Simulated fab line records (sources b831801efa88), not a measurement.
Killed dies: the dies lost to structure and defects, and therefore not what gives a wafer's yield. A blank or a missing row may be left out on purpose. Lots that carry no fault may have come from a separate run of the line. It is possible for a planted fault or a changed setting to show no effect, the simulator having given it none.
fab line records | flow sky130
[record] lots = 10 wafers = 30 last_day = 50
route steps=708 shown LDD_HVP@287 SPACER@304 POLY_CUT@319 SD_N@349
lots that met no fault: from a run of the same line without faults
start_h: start of the lot's first displayed wafer, in hours after the record's first day | wait_h: how many hours have passed since the lot's step before this one | " as in the row above | L1.1+2: several wafers, shown together as one row | - no value, or no start given | * or withheld: withheld | < > ~ a bound
route shown NAME@n: names a module that has steps shown in the file, with the first one's number in the route | usual: mean/standard deviation of fault-free wafers | same: alike in all rows | chamber/n: place in a boat | sites: each site's reading | _std_site: the values' standard deviation | _edge_site: inner sites' mean taken away from outer sites' mean | radius_mm: how far each site lies from the wafer's centre | mask NAME#n: copy n | behind: tool/chamber where the wafer was last shaped | hold: reason for holding the lot/hours on hold/outcome of the hold | device: names the non-switching transistor (n, p or np) | end of line: tests of these same wafers at the route's end | a step with no rows: only its recipe | killed: dies lost to structure and defects at the first sort, not the wafer's yield | map: per-die view of a wafer (x killed, . not killed, _ where there is no die)
set.NAME: the setting the step ran with; set.NAME@STEP: the setting that earlier step ran with | model.NAME: the simulator's own value behind a step, which no gauge read
a sample of lots followed through the steps of the route, with each step as a table and each wafer as a row
services: from which hour (start_h, from the record's first day; less than 0 if before it) a tool's chamber was out of use, for how many hours, and why
[[steps]]
[step SKY_LDD_HVP_STRIP_09]
[recipe] chemistry = O2/N2 power_w = 1400 pressure_mtorr = 1500 platen_temp_c = withheld o2_flow_sccm = 3000 n2_flow_sccm = 300 overash_fraction = 0.5
[usual] drypump_motor_current_A = 5.74/0.16 oes_product_au = 0.408/0.0046 strip_time_to_endpoint_s = 4.135/0.014
// columns lot.wafer tool chamber start_h wait_h drypump_motor_current_A oes_product_au rf_hours_counter_h strip_time_to_endpoint_s
L691.2 plasma_asher-03 1 513.20 0.1 5.45 0.411 84 4.133
L691.3 " 1 " " 5.44 0.406 - 4.150
L691.4 " 0 " " 5.91 0.411 - 4.137
L693.1 plasma_asher-03 1 527.32 0.1 5.38 0.410 85 4.159
L693.2 " 0 " " 5.84 0.411 85 4.140
L693.4 " 1 " " 5.42 0.412 - 4.157
L699.4 plasma_asher-03 1 569.74 0.1 5.39 0.411 - 4.123
L699.5 " 0 " " 5.90 0.404 - 4.144
L699.6 " 1 " " 5.40 0.407 - 4.131
L701.3 plasma_asher-03 0 583.75 0.1 5.87 0.407 - 4.139
L701.5 " 0 " " 5.89 0.415 - 4.135
L701.6 " 1 " " 5.40 0.400 - 4.129
L702.1 plasma_asher-04 0 594.62 0.1 5.75 0.403 75 4.167
L702.2 " 1 " " 5.90 0.406 75 4.145
L702.5 " 0 " " 5.74 0.409 - 4.144
L710.1 plasma_asher-03 1 651.85 0.1 5.37 0.405 98 4.135
L710.4 " 0 " " 5.83 0.402 - 4.114
L710.6 " 1 " " 5.38 0.409 - 4.125
L709.1 plasma_asher-04 0 654.57 0.1 5.73 0.411 81 4.143
L709.4 " 1 " " 5.89 0.409 - 4.133
L709.5 " 1 " " 5.89 0.417 - 4.160
L711.1 plasma_asher-04 0 663.35 0.1 5.76 0.400 82 4.132
L711.3 " 0 " " 5.76 0.409 - 4.127
L711.4 " 1 " " 5.88 0.401 - 4.111
L713.1 plasma_asher-04 0 688.20 0.1 5.76 0.415 85 4.153
L713.2 " 1 " " 5.87 0.416 85 4.156
L713.3 " 0 " " 5.75 0.408 - 4.129
L714.3 plasma_asher-04 1 698.94 0.1 5.89 0.407 - 4.121
L714.4 " 0 " " 5.74 0.405 - 4.103
L714.6 " 1 " " 5.87 0.410 - 4.132
[step SKY_SPACER_CVD_00]
[recipe] material = Si3N4 precursor = DCS/NH3 target_thk_nm = 43.1 temp_c = 770 time_s = 740 pressure_mtorr = 250
[usual] spike_tc_centre_C = 769.8/1 zone_power_centre_pct = 14.6/0.38 zone_power_lower_pct = 13.3/0.61 zone_power_top_pct = 24/3.4 zone_power_upper_pct = 15.2/1.2
[same] time_s = 740
// columns lot.wafer tool chamber start_h wait_h spike_tc_centre_C zone_power_centre_pct zone_power_lower_pct zone_power_top_pct zone_power_upper_pct
L691.2 lpcvd-02 1 546.22 1.9 768.8 15.2 12.5 20 13.7
L691.3 " 1 " " 771.2 15.1 12.4 20 13.3
L691.4 " 1 " " 770.2 15.4 12.6 20 13.5
L693.1 lpcvd-02 0 557.47 0.0 770.5 14.3 13.9 26 15.9
L693.2 " 0 " " 769.3 14.2 13.5 27 15.9
L693.4 " 0 " " 770.8 14.3 13.6 27 15.8
L699.4 lpcvd-02 0 599.38 0.0 769.5 14.3 13.8 27 15.9
L699.5 " 0 " " 769.8 14.1 13.7 27 15.9
L699.6 " 0 " " 770.7 14.2 13.6 27 15.9
L701.3 lpcvd-02 1 613.97 0.0 790.9 20.8 9.9 20 10.9
L701.5 " 1 " " 790.9 21.0 10.1 20 10.6
L701.6 " 1 " " 789.4 20.8 9.9 20 10.7
L702.1 lpcvd-02 0 624.61 0.0 792.2 20.0 10.9 27 12.6
L702.2 " 0 " " 789.5 19.7 10.9 27 12.6
L702.5 " 0 " " 790.0 19.7 10.8 27 12.6
L710.1 lpcvd-02 1 680.84 0.0 770.1 14.9 12.4 20 13.4
L710.4 " 1 " " 770.1 15.0 12.4 19 13.7
L710.6 " 1 " " 769.1 15.1 12.4 20 13.4
L709.1 lpcvd-02 0 684.93 0.7 770.6 14.2 13.8 27 16.4
L709.4 " 0 " " 770.6 14.4 13.5 27 15.9
L709.5 " 0 " " 770.2 14.5 13.6 27 16.0
L711.1 lpcvd-02 0 691.47 0.0 768.9 14.3 13.7 27 15.8
L711.3 " 0 " " 769.4 14.1 13.6 27 16.1
L711.4 " 0 " " 771.2 14.3 13.8 27 16.1
L713.1 lpcvd-02 0 716.98 0.6 769.4 14.4 13.8 27 16.0
L713.2 " 0 " " 768.9 14.3 13.8 27 15.7
L713.3 " 0 " " 771.2 14.1 13.5 27 16.3
L714.3 lpcvd-02 0 728.21 0.9 769.6 14.1 13.6 27 16.0
L714.4 " 0 " " 769.3 14.1 13.7 27 15.8
L714.6 " 0 " " 768.3 14.6 13.7 27 16.3
[step SKY_SPACER_THK_MEAS_01]
[recipe] reads = Si3N4_of_SPACER_CVD_00
[usual] SPACER_CVD_00_THK = 43.1/0.37
// columns lot.wafer tool chamber start_h wait_h SPACER_CVD_00_THK[nm]
L691.2 film_metro-04 - 547.44 0.0 43.7
L691.3 " - " " 43.3
L691.4 " - " " 43.5
L693.1 film_metro-02 - 558.67 0.0 43.5
L693.2 " - " " 43.3
L693.4 " - " " 43.4
L699.4 film_metro-04 - 600.62 0.0 42.8
L699.5 " - " " 43.0
L699.6 " - " " 42.8
L701.3 film_metro-04 - 615.19 0.0 45.5
L701.5 " - " " 47.5
L701.6 " - " " 48.6
L702.1 film_metro-04 - 626.42 0.0 44.2
L702.2 " - " " 44.5
L702.5 " - " " 47.6
L710.1 film_metro-02 - 682.04 0.0 43.6
L710.4 " - " " 43.4
L710.6 " - " " 43.2
L709.1 film_metro-02 - 686.14 0.0 43.1
L709.4 " - " " 43.3
L709.5 " - " " 43.2
L711.1 film_metro-04 - 693.28 0.0 43.0
L711.3 " - " " 43.0
L711.4 " - " " 43.3
L713.1 film_metro-02 - 718.19 0.0 42.5
L713.2 " - " " 42.6
L713.3 " - " " 43.0
L714.3 film_metro-04 - 729.43 0.0 43.1
L714.4 " - " " 42.7
L714.6 " - " " 43.2
[step SKY_SPACER_ETCHBACK_02]
[recipe] chemistry = CH3F/O2 target = Si3N4 stop_on = SiO2 source_w = 400 bias_w = 80 pressure_mtorr = 25 ch3f_flow_sccm = 40 O2_flow_sccm = 30 time_s = 46.7 target_depth_a = 450
[usual] drypump_motor_current_A = 5.8/0.46 oes_product_au = 0.855/0.0064 throttle_valve_pct = 10.562/0.0097
[same] time_s = 46.7
// columns lot.wafer tool chamber start_h wait_h drypump_motor_current_A oes_product_au rf_hours_counter_h throttle_valve_pct
L691.2 rie_diel-03 2 547.49 0.0 6.0 0.851 0 10.577
L691.3 " 3 " " 6.5 0.859 3 10.562
L691.4 " 1 " " 5.0 0.861 - 10.572
L693.1 rie_diel-02 1 558.73 0.1 6.6 0.865 1 10.569
L693.2 " 0 " " 6.2 0.859 15 10.542
L693.4 " 3 " " 6.1 0.850 4 10.550
L699.4 rie_diel-04 2 600.65 0.0 5.8 0.856 47 10.540
L699.5 " 2 " " 5.8 0.851 - 10.556
L699.6 " 3 " " 5.8 0.851 - 10.556
L701.3 rie_diel-03 1 615.23 0.0 5.0 0.878 14 10.573
L701.5 " 1 " " 5.0 0.906 - 10.572
L701.6 " 2 " " 6.0 0.914 - 10.570
L702.1 rie_diel-04 3 626.48 0.1 5.9 0.868 2 10.566
L702.2 " 0 " " 5.8 0.867 9 10.553
L702.5 " 0 " " 5.8 0.912 - 10.554
L710.1 rie_diel-04 2 682.10 0.1 5.9 0.861 49 10.566
L710.4 " 1 " " 5.1 0.861 13 10.570
L710.6 " 0 " " 5.8 0.856 - 10.559
L709.1 rie_diel-04 0 686.20 0.1 5.8 0.856 11 10.576
L709.4 " 3 " " 5.8 0.847 3 10.563
L709.5 " 3 " " 5.8 0.853 - 10.542
L711.1 rie_diel-04 3 693.34 0.1 5.8 0.853 3 10.572
L711.3 " 1 " " 5.1 0.850 14 10.565
L711.4 " 2 " " 5.9 0.855 50 10.566
L713.1 rie_diel-04 3 718.25 0.1 5.8 0.845 4 10.566
L713.2 " 1 " " 5.1 0.847 14 10.552
L713.3 " 0 " " 5.7 0.863 11 10.556
L714.3 rie_diel-04 0 729.47 0.0 5.8 0.856 11 10.554
L714.4 " 3 " " 5.8 0.852 - 10.573
L714.6 " 0 " " 5.8 0.858 - 10.565
[step SKY_POLY_CUT_STRIP_12]
[recipe] chemistry = O2/N2 power_w = 1400 pressure_mtorr = 1500 platen_temp_c = withheld o2_flow_sccm = 3000 n2_flow_sccm = 300 overash_fraction = 0.5
[usual] drypump_motor_current_A = 5.66/0.18 oes_product_au = 0.452/0.0043 strip_time_to_endpoint_s = 5.353/0.019
// columns lot.wafer tool chamber start_h wait_h drypump_motor_current_A oes_product_au rf_hours_counter_h strip_time_to_endpoint_s
L691.2 plasma_asher-01 0 577.71 0.0 5.49 0.469 13 5.374
L691.3 " 1 " " 5.75 0.455 - 5.357
L691.4 " 0 " " 5.46 0.453 - 5.386
L693.1 plasma_asher-01 0 588.81 0.0 5.50 0.460 14 5.361
L693.2 " 1 " " 5.73 0.460 14 5.371
L693.4 " 0 " " 5.48 0.449 - 5.366
L699.4 plasma_asher-03 1 630.82 0.1 5.41 0.453 - 5.385
L699.5 " 1 " " 5.40 0.446 - 5.374
L699.6 " 0 " " 5.87 0.450 - 5.344
L701.3 plasma_asher-03 0 644.59 0.1 5.86 0.451 - 5.339
L701.5 " 1 " " 5.46 0.447 - 5.319
L701.6 " 0 " " 5.86 0.448 - 5.319
L702.1 plasma_asher-03 0 655.61 0.0 5.91 0.452 98 5.334
L702.2 " 1 " " 5.39 0.444 98 5.359
L702.5 " 0 " " 5.87 0.455 - 5.350
L710.1 plasma_asher-03 1 710.13 0.0 5.39 0.445 103 5.354
L710.4 " 1 " " 5.39 0.454 - 5.351
L710.6 " 1 " " 5.40 0.451 - 5.325
L709.1 plasma_asher-01 0 714.31 0.0 5.48 0.456 27 5.339
L709.4 " 1 " " 5.73 0.455 - 5.364
L709.5 " 0 " " 5.48 0.456 - 5.364
L711.1 plasma_asher-03 1 721.02 0.0 5.41 0.454 104 5.326
L711.3 " 0 " " 5.83 0.451 - 5.342
L711.4 " 1 " " 5.38 0.451 - 5.350
L713.1 plasma_asher-03 1 745.44 0.0 5.39 0.448 0 5.382
L713.2 " 0 " " 5.84 0.455 0 5.351
L713.3 " 1 " " 5.36 0.451 - 5.376
L714.3 plasma_asher-04 0 757.35 0.1 5.74 0.456 - 5.366
L714.4 " 1 " " 5.86 0.451 - 5.358
L714.6 " 0 " " 5.76 0.456 - 5.358
[step SKY_SD_N_CD_MEAS_07]
[recipe] target_cd_nm = 380
[usual] cd_nm = 380.0/2.2
// columns lot.wafer tool chamber start_h wait_h cd_nm
L691.2 cd_sem-01 - 665.04 0.1 378.8
L691.3 " - " " 378.7
L691.4 " - " " 377.2
L693.1 cd_sem-01 - 676.13 0.1 379.1
L693.2 " - " " 382.6
L693.4 " - " " 381.3
L699.4 cd_sem-02 - 714.98 0.1 379.4
L699.5 " - " " 380.4
L699.6 " - " " 380.8
L701.3 cd_sem-01 - 727.06 0.1 384.1
L701.5 " - " " 382.7
L701.6 " - " " 381.8
L702.1 cd_sem-01 - 739.47 0.1 380.3
L702.2 " - " " 379.1
L702.5 " - " " 377.1
L710.1 cd_sem-01 - 791.22 0.1 377.6
L710.4 " - " " 378.5
L710.6 " - " " 380.0
L709.1 cd_sem-02 - 794.82 0.1 380.7
L709.4 " - " " 379.7
L709.5 " - " " 381.5
L711.1 cd_sem-01 - 802.27 0.1 381.1
L711.3 " - " " 380.9
L711.4 " - " " 380.3
L713.1 cd_sem-02 - 825.27 0.1 380.7
L713.2 " - " " 381.4
L713.3 " - " " 380.0
L714.3 cd_sem-01 - 837.26 0.1 385.2
L714.4 " - " " 387.2
L714.6 " - " " 382.9
[[services]]
// columns tool chamber start_h hours kind
plasma_asher-03 - 496.19 4.5 repair
plasma_asher-01 - 507.00 1.2 repair
rie_diel-04 3 531.48 - clean
rie_diel-04 3 531.48 22.4 scheduled_down
rie_diel-04 3 531.48 22.4 vent_cycle
rie_diel-03 0 542.25 5.4 repair
rie_diel-04 - 543.84 2.8 pm
rie_diel-04 - 547.48 1.2 repair
rie_diel-03 0 586.22 12.4 repair
rie_diel-02 2 635.48 6.9 repair
plasma_asher-03 - 663.60 2.2 repair
rie_diel-04 2 719.05 - clean
rie_diel-04 2 719.05 23.4 scheduled_down
rie_diel-02 0 725.64 8.3 repair
rie_diel-02 2 728.48 14.6 repair
rie_diel-03 - 731.01 0.2 repair
plasma_asher-03 - 733.75 9.0 pm
plasma_asher-03 0 733.75 9.0 vent_cycle
plasma_asher-03 1 733.75 9.0 vent_cycle
rie_diel-02 1 735.44 3.3 repair
plasma_asher-03 0 742.75 - clean
plasma_asher-03 1 742.75 - clean
lpcvd-02 - 748.46 4.6 repair
plasma_asher-03 - 757.34 8.9 repair
[[key]]
[first_sign] step = SKY_SPACER_CVD_00 reading = spike_tc_centre_C direction = up sigmas = 21 usual = 769.8 struck = 790.5
[effect] step = SKY_SPACER_CVD_00 reading = zone_power_centre_pct direction = up sigmas = 15 usual = 14.6 struck = 20.4
[effect] step = SKY_SPACER_THK_MEAS_01 reading = SPACER_CVD_00_THK direction = up sigmas = 8.8 usual = 43.1 struck = 46.3
[effect] step = SKY_SPACER_ETCHBACK_02 reading = oes_product_au direction = up sigmas = 5.7 usual = 0.855 struck = 0.891 wafers_moved = 5
met_at SKY_SPACER_CVD_00
struck_lots L701,L702
tester_left_out L701,L702
not_acting_at SKY_LDD_HVP_STRIP_09,SKY_POLY_CUT_STRIP_12,SKY_SD_N_CD_MEAS_07
onset_between 599.38 613.97
[fault] kind = process_parameter_drift tool = lpcvd-02 chamber = - onset_h = 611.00 steps = SKY_SPACER_CVD_00 channel = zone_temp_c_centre offset = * shape = step end_h = 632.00
// tester_left_out: of these lots the tester's yield and bins aren't shown, on N5 and GAA mostly nor the transistor test; their killed dies are dies lost to structure and defects alone, not to doping, threshold or leakage, so they don't give the yield
